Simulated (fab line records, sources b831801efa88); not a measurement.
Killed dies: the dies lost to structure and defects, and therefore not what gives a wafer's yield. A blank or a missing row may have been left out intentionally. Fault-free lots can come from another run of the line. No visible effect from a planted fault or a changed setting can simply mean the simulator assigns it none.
Which tool was responsible?    flow sky130    6 lots (18 wafers sampled), 1 step of a 708-step route

## WHAT THE GAUGES SHOWED, per wafer
SKY_VIA2_THK_MEAS_01.
lot   measured      on             VIA2_HDPCVD_THK (nm)
L151  day 35 23:08  film-metro-03  1209 1176 1155
L155  day 37 17:41  film-metro-01  1174 1156 1180
L159  day 38 15:44  film-metro-03  1191 1196 1190
L162  day 39 05:45  film-metro-03  1184 1186 1191
L165  day 40 02:57  film-metro-03  1196 1218 1196
L166  day 40 08:08  film-metro-01  1193 1200 1189

## EACH LOT AND THE TOOL THAT RAN IT (in order: tool; ch and the chambers of the sampled wafers; start)
There is no process step in the record ahead of these readings.

## THE ANSWER, worked out from the rows above alone
Rule: the lots themselves supply what counts as usual. The widest of any qualifying gaps counts: lots, ordered by their means at a reading, are off when they make up no more than a third of the lots, leave a main group of 4 or more, and stand apart from it by 3 or more times the standard deviation of that group's means. Not used: any main group whose means are identical at the precision the tables above print for the reading. Also off: a lot with no number at a reading for which 4 or more lots have one. Any other lot the step has rows for is counted as sound.
No lot is off at any reading shown: from this, nothing can be told.

## WHAT WAS PUT IN BY THE SIMULATOR
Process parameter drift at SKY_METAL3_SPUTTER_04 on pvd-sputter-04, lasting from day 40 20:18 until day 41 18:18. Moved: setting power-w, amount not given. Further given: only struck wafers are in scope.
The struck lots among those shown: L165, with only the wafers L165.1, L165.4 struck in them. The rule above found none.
